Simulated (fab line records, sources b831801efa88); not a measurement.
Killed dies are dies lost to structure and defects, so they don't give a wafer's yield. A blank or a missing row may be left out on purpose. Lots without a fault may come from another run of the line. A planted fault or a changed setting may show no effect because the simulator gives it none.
Problem report in the 8D (eight disciplines) form, filled by code | flow gf180mcu | the parts of the form that need people (team, actions taken, sign-off) are left out

1. THE PROBLEM
chamber_pressure_pa at GF_TOP_METAL_SPUTTER_04 reads a mean of 0.4891 Pa on 2 wafers of 2 lots; wafers without a fault read 0.3999 Pa with a standard deviation of 0.00078. That is +99 or more standard deviations from the usual mean.
The step: material TiN, target thk 25 nm, time 20.8 s.
First seen on wafer L856.1, day 31 17:11, on pvd_sputter-04. The record holds 36 wafers of 12 lots with a number at this step. Rule for "out", or "out of limits": more than 4 standard deviations from the usual mean. The other wafers with a number count as sound.

2. WHAT IT IS AND WHAT IT IS NOT
question                    | is                  | is not
which readings at this step | chamber_pressure_pa | throttle_valve_pct
which lots                  | L856, L861          | L841, L844, L845, L849, L850, L852, L853, L854, L855, L864
which wafers of those lots  | L856.1, L861.5      | L856.3, L856.4, L861.4, L861.6
read on which tools         | pvd_sputter-04      | pvd_sputter-01, pvd_sputter-02
when                        | from day 31 17:11   | up to then (29 sound wafers); but 5 sound wafers of L861, L864 came after

3. SUSPECTS, AND WHAT RULES EACH OUT
Counting: a tool at a process step up to the reading stays a suspect if it ran every lot that is out. Sound lots after the first of them don't rule it out here, since some wafers of a struck lot are sound.
- pvd_sputter-04 at GF_TOP_METAL_SPUTTER_00 (material Ti, target thk 37.5 nm, time 150 s): kept. It ran every lot that is out, first L856 (day 31 17:00); its last sound lot up to then is L854 (day 31 02:37).
- pvd_sputter-04 at GF_TOP_METAL_SPUTTER_04 (material TiN, target thk 25 nm, time 20.8 s): kept. It ran every lot that is out, first L856 (day 31 17:11); its last sound lot up to then is L854 (day 31 02:48). Its own readings are out on those wafers: chamber_pressure_pa.
Left after counting: pvd_sputter-04 at GF_TOP_METAL_SPUTTER_00, pvd_sputter-04 at GF_TOP_METAL_SPUTTER_04.

4. THE CAUSE (what the simulator had put in)
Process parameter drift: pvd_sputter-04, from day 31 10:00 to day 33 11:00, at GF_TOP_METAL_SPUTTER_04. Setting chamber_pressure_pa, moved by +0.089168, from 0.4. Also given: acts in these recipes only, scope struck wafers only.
Counting left 2 suspects, and this tool is among them.

5. THE CHAIN OF EFFECTS, in route order
Each row: a reading whose mean over the struck wafers that have a number lies more than 3 standard deviations from the usual. Only readings for which the record gives a usual standard deviation are gone through. hours: the time from each lot's start at the first step in this table that gives one to its start at this step, as a median over the lots. sigmas: the change in usual standard deviations.
hours | step                    | reading             | usual     | on struck wafers | change  | sigmas
0     | GF_TOP_METAL_SPUTTER_04 | chamber_pressure_pa | 0.3999 Pa | 0.4891           | +0.0892 | +99 or more
The process steps in it:
- GF_TOP_METAL_SPUTTER_04: material TiN, target thk 25 nm, time 20.8 s.

6. WHAT WOULD HAVE CAUGHT IT SOONER
In this record the first reading out of limits was taken at day 31 17:11, 7 hours after the fault began at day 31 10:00.
